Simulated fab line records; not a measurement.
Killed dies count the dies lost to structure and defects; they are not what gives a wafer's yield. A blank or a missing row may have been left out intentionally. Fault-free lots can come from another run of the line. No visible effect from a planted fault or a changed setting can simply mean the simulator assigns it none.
Which tool was responsible?    flow sky130    13 lots, 39 wafers sampled, at 5 steps of a route of 708

== WHAT EACH GAUGE READ, for each wafer ==
SKY_VT_ADJUST_HVTR_CD_MEAS_07: the cd target is 380 nm.
lot   measured      on         cd-nm (nm)
L480  day 9 12:33   cd-sem-02  381.5 384.1 382.7
L483  day 10 10:05  cd-sem-02  381.9 381.0 383.1
L484  day 10 18:48  cd-sem-02  375.6 378.9 377.7
L485  day 10 22:41  cd-sem-01  380.9 379.7 381.7
L486  day 11 09:47  cd-sem-02  376.3 377.6 380.2
L487  day 11 15:38  cd-sem-01  380.2 381.8 379.7
L488  day 12 00:11  cd-sem-02  379.0 380.9 381.1
L489  day 12 07:47  cd-sem-01  379.2 378.1 378.9
L497  day 14 21:24  cd-sem-01  379.4 378.5 375.8
L498  day 15 03:53  cd-sem-02  379.3 380.5 383.4
L500  day 15 16:05  cd-sem-02  380.2 384.0 380.1
L502  day 16 03:57  cd-sem-02  377.1 375.9 376.7
L503  day 16 22:39  cd-sem-01  378.5 375.6 376.6

SKY_SONOS_TUNNEL_TW_MEAS_12.
lot   measured      on             SONOS_TUNNEL_TW
L480  day 11 10:40  film-metro-04  198.4 201.0 200.0
L483  day 12 09:44  film-metro-04  200.3 200.6 200.7
L484  day 12 20:19  film-metro-03  197.7 199.3 198.7
L485  day 12 23:29  film-metro-03  197.9 198.6 198.6
L486  day 13 12:32  film-metro-03  196.6 197.9 198.0
L487  day 13 18:07  film-metro-01  197.9 197.4 198.0
L488  day 14 03:28  film-metro-01  194.3 194.2 195.6
L489  day 14 10:37  film-metro-01  196.2 195.9 195.8
L497  day 17 06:13  film-metro-01  197.8 197.5 196.6
L498  day 17 13:04  film-metro-03  198.3 198.6 197.8
L500  day 18 01:49  film-metro-04  199.4 199.5 199.5
L502  day 18 15:00  film-metro-01  195.9 196.3 196.7
L503  day 19 10:01  film-metro-04  199.6 199.8 200.5

SKY_SONOS_ONO_CD_MEAS_13: the cd target is 410 nm.
lot   measured      on         cd-nm (nm)
L480  day 12 16:45  cd-sem-01  407.4 407.8 408.7
L483  day 13 15:17  cd-sem-01  411.6 411.3 409.7
L484  day 14 02:23  cd-sem-01  411.4 411.8 411.3
L485  day 14 05:35  cd-sem-01  405.1 405.2 404.8
L486  day 14 20:35  cd-sem-01  410.6 410.2 408.6
L487  day 15 02:17  cd-sem-02  411.8 409.1 411.3
L488  day 15 12:59  cd-sem-01  407.6 409.5 410.0
L489  day 15 21:32  cd-sem-01  409.5 409.0 408.3
L497  day 18 21:19  cd-sem-01  408.3 378.8 400.9
L498  day 19 00:56  cd-sem-01  415.6 413.0 414.0
L500  day 19 12:50  cd-sem-01  410.0 409.8 408.3
L502  day 20 04:49  cd-sem-01  407.1 408.5 407.5
L503  day 20 20:59  cd-sem-02  407.3 405.9 403.1

SKY_GATE_OXIDE_OVL_MEAS_10.
lot   measured      on          GATE_OXIDE_OVL (nm)
L480  day 13 21:36  overlay-02  0.2 -0.5 -1.1
L483  day 14 19:23  overlay-01  -2.0 -1.7 -2.3
L484  day 15 06:35  overlay-02  -0.3 0.3 0.4
L485  day 15 10:53  overlay-01  -0.5 -0.3 0.3
L486  day 16 02:23  overlay-02  -0.8 -1.4 -1.3
L487  day 16 06:56  overlay-01  -0.7 -1.3 -0.5
L488  day 16 19:20  overlay-02  -0.7 0.7 -0.4
L489  day 17 03:44  overlay-02  -1.5 -3.5 -2.2
L497  day 20 06:50  overlay-02  -1.5 1.1 0.4
L498  day 20 11:17  overlay-01  -3.4 -2.9 -2.4
L500  day 20 20:29  overlay-02  -0.8 -0.2 -0.1
L502  day 21 16:11  overlay-02  0.8 -0.1 0.5
L503  day 22 08:59  overlay-01  -1.1 0.4 -0.5

== EACH LOT AND THE TOOL THAT RAN IT (in order: tool; ch and the chambers of the sampled wafers; start) ==
lot   SKY_SONOS_ONO_EXPOSE_10
L480  iline-stepper-02 ch 0, day 12 04:41
L483  iline-stepper-01 ch 0, day 13 02:26
L484  iline-stepper-01 ch 0, day 13 13:50
L485  iline-stepper-01 ch 0, day 13 16:50
L486  iline-stepper-01 ch 0, day 14 07:14
L487  iline-stepper-01 ch 0, day 14 13:17
L488  iline-stepper-01 ch 0, day 14 23:44
L489  iline-stepper-01 ch 0, day 15 07:11
L497  iline-stepper-02 ch 0, day 18 06:17
L498  iline-stepper-01 ch 0, day 18 10:43
L500  iline-stepper-01 ch 0, day 18 22:13
L502  iline-stepper-01 ch 0, day 19 13:47
L503  iline-stepper-01 ch 0, day 20 06:32
- SKY_SONOS_ONO_EXPOSE_10: exposes mask ONOM, target cd 410 nm.

== WHAT THE TOOLS THEMSELVES READ (means of the sampled wafers that have a number; where no wafer has one, the mark that the record gives instead) ==
SKY_SONOS_ONO_EXPOSE_10.
lot   tool              exposure-dose-mJ-cm2  reticle-temp-C (C)
L480  iline-stepper-02  150.08                23.08
L483  iline-stepper-01  149.58                22.95
L484  iline-stepper-01  150.05                22.84
L485  iline-stepper-01  149.83                22.99
L486  iline-stepper-01  150.15                22.96
L487  iline-stepper-01  150.04                22.99
L488  iline-stepper-01  150.02                23.08
L489  iline-stepper-01  150.09                23.04
L497  iline-stepper-02  145.00                23.02
L498  iline-stepper-01  150.01                23.08
L500  iline-stepper-01  150.05                23.00
L502  iline-stepper-01  150.23                22.93
L503  iline-stepper-01  150.22                23.06

== THE ANSWER, worked out from the rows above alone ==
Rule: usual is defined by the lots themselves. The widest of any qualifying gaps counts: lots, ordered by their means at a reading, are off when they make up no more than a third of the lots, leave a main group of 4 or more, and stand apart from it by 3 or more times the standard deviation of that group's means. A main group is skipped when, at the precision printed for the reading in the tables above, its means are all equal. A lot without any number at a reading at which 4 lots or more have one is off too. The other lots that the step has rows for count as sound. First the gauges in route order, then the tools' own readings, where a lot's mean is used as printed above. The first step at which some lot is off is used, and at that step the reading that is off furthest; a lot without a number counts as furthest.
Off: L497, at SKY_SONOS_ONO_CD_MEAS_13 (cd-nm). The main group: mean 409.2 nm, standard deviation 2.4.
If a tool, at a process step before that reading, ran all the lots that are off and no sound lot after the first of them, it fits. Not tried: the gauges at SKY_SONOS_ONO_CD_MEAS_13; whatever is off there is also off at SKY_SONOS_ONO_EXPOSE_10, on other tools, and gauge error can't account for it. One fits: iline-stepper-02 at SKY_SONOS_ONO_EXPOSE_10. A fault onset in the window from L480 (day 12 04:41, its last sound lot) to L497 (day 18 06:17, its first lot off) fits.
On the lots that are off, the tool's own readings at SKY_SONOS_ONO_EXPOSE_10 differ by more than 5 times the standard deviation of the sound lots' means, which bears it out; exposure-dose-mJ-cm2 reads 145.00 there versus 150.03 on the sound lots.

== WHAT THE SIMULATOR PUT IN ==
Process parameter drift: iline-stepper-02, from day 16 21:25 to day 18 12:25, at SKY_SONOS_ONO_EXPOSE_10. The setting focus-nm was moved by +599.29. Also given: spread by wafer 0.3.
Lots struck among those shown: L497. The same result came from the rule above.
